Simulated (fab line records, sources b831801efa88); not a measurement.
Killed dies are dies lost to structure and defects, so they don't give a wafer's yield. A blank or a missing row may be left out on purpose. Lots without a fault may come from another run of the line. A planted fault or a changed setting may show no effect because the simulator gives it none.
One fault seen from 2 desks | flow gf180mcu | each desk has only its own numbers; what lay behind them comes last

THE TOOL OWNER'S DESK: rie_diel-03
The tool's own readings at GF_STI_ETCH_13 (etches the open film in CHF3/O2, stops on Si, target depth 282.31 nm, time 112.9 s): means of the sampled wafers that have a number, for each lot that ran on this tool. A lot is out of limits, marked OUT, if its mean lies more than 4 standard deviations from the usual mean; the brackets give that distance.
Columns: A = O2_flow_sccm at GF_STI_ETCH_13, usual 5.000 sccm; B = bias_w at GF_STI_ETCH_13, usual 200.0 W; C = drypump_motor_current_A at GF_STI_ETCH_13, usual 5.7 A; D = oes_product_au at GF_STI_ETCH_13, usual 0.833 a.u.; E = throttle_valve_pct at GF_STI_ETCH_13, usual 8.811 %
lot  | first seen here | A     | B               | C   | D     | E
L718 | day 2 01:43     | 5.009 | 199.9           | 5.4 | 0.836 | 8.817
L725 | day 3 14:49     | 4.999 | 200.1           | 5.5 | 0.831 | 8.814
L728 | day 4 04:55     | 4.995 | 190.9 (-15) OUT | 5.7 | 0.833 | 8.802
L730 | day 4 15:00     | 4.999 | 183.4 (-28) OUT | 5.5 | 0.824 | 8.819
This desk's finding: out of limits on L728, L730; first on L728, day 4 04:55 (bias_w at GF_STI_ETCH_13). In limits: L718, L725.

THE METROLOGY DESK
What the gauges read, lot by lot, whatever tool the lot ran on: means of the sampled wafers that have a number. A lot is out of limits, marked OUT, if its mean lies more than 4 standard deviations from the usual mean; the brackets give that distance.
Columns: A = CONTACT_OVL at GF_CONTACT_OVL_MEAS_15, usual 2 nm
lot  | first seen here | A
L718 | day 15 19:35    | 7
L719 | day 15 22:42    | -6
L720 | day 16 08:15    | 4
L723 | day 17 21:35    | 0
L725 | day 18 21:57    | -2
L728 | day 20 10:32    | 2
L730 | day 20 22:26    | 6
L731 | day 21 08:07    | 3
L735 | day 22 11:56    | 4
L736 | day 22 13:46    | 2
L738 | day 23 05:32    | -4
L737 | day 23 10:27    | 2
L739 | day 23 11:18    | 5
L740 | day 23 19:19    | 2
This desk's finding: nothing out of limits on any of the 14 lots.

PUT TOGETHER
The tool owner's desk could have raised an alarm at day 4 04:55, on L728, L730.
The metrology desk saw nothing out of limits.
The metrology desk has L728, L730 on record, within its limits.
Of the lots named, all ran GF_STI_ETCH_13 on rie_diel-03.

WHAT THE SIMULATOR HAD PUT IN
Process parameter drift: rie_diel-03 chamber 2, from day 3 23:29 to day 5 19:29, at GF_STI_ETCH_13. Setting bias_w, moved by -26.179, from 200. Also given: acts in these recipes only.
Lots struck among those shown: L728, L730.
Hours from the fault's start to each desk's first reading out of limits: the tool owner's desk, 5.
